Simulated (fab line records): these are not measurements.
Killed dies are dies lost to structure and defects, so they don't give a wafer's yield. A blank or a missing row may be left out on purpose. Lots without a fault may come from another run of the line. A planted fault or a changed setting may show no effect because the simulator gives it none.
Which tool was responsible? ; flow sky130 ; Sampling: 7 lots, 21 wafers, 3 of 708 route steps

== WHAT THE GAUGES SHOWED, per wafer ==
SKY_LDD_N_TW_MEAS_17.
lot;measured;on;LDD_N_TW
L116;day 17 23:28;film metro-04;2586 2593 2591
L118;day 18 12:47;film metro-04;2596 2603 2590
L121;day 20 07:05;film metro-04;2598 2594 2595
L124;day 21 06:59;film metro-04;2591 2588 2590
L129;day 23 06:59;film metro-01;2613 2621 2632
L133;day 24 10:49;film metro-04;2976 2957 2993
L137;day 25 15:20;film metro-03;2596 2588 2580

== TOOL THAT RAN EACH LOT (tool first, then ch and the chambers of the sampled wafers, then the start) ==
lot;SKY_LDD_N_IMPLANT_08;SKY_LDD_N_STRIP_16
L116;implanter-01 ch 0, day 17 22:12;plasma asher-03 ch 0,1, day 17 23:22
L118;implanter-02 ch 0, day 18 11:29;plasma asher-04 ch 0,1, day 18 12:41
L121;implanter-02 ch 0, day 20 05:47;plasma asher-03 ch 0,1, day 20 06:59
L124;implanter-02 ch 0, day 21 05:42;plasma asher-04 ch 0, day 21 06:53
L129;implanter-01 ch 0, day 23 05:41;plasma asher-01 ch 0,1, day 23 06:53
L133;implanter-04 ch 0, day 24 09:32;plasma asher-01 ch 0,1, day 24 10:44
L137;implanter-01 ch 0, day 25 14:02;plasma asher-01 ch 0,1, day 25 15:14
- SKY_LDD_N_IMPLANT_08
- SKY_LDD_N_STRIP_16: strips in O2/N2.

== THE ANSWER, worked out from the rows above alone ==
Rule: the lots themselves supply what counts as usual. Put in order of their means at a reading, lots are off if they are a third of the lots or fewer, leave a main group of 4 or more, and stand apart from it by a gap of 3 or more times the standard deviation of the main group's means; of several such gaps the widest counts. If all means in a main group match to the digits the tables above print for the reading, that group is not used. Also off: a lot with no number at a reading for which 4 or more lots have one. Any other lot the step has rows for is counted as sound.
Off: L133, at SKY_LDD_N_TW_MEAS_17 (LDD_N_TW). The main group: mean 2597, standard deviation 12.
A tool fits if, at a process step before that reading, it ran every lot that is off, and no sound lot after the first of them. Those tools and the gauges at SKY_LDD_N_TW_MEAS_17 are tried in the same way. Can't be told from this: 2 tools fit, implanter-04 at SKY_LDD_N_IMPLANT_08, film metro-04 at SKY_LDD_N_TW_MEAS_17.

== WHAT HAD BEEN PUT IN BY THE SIMULATOR ==
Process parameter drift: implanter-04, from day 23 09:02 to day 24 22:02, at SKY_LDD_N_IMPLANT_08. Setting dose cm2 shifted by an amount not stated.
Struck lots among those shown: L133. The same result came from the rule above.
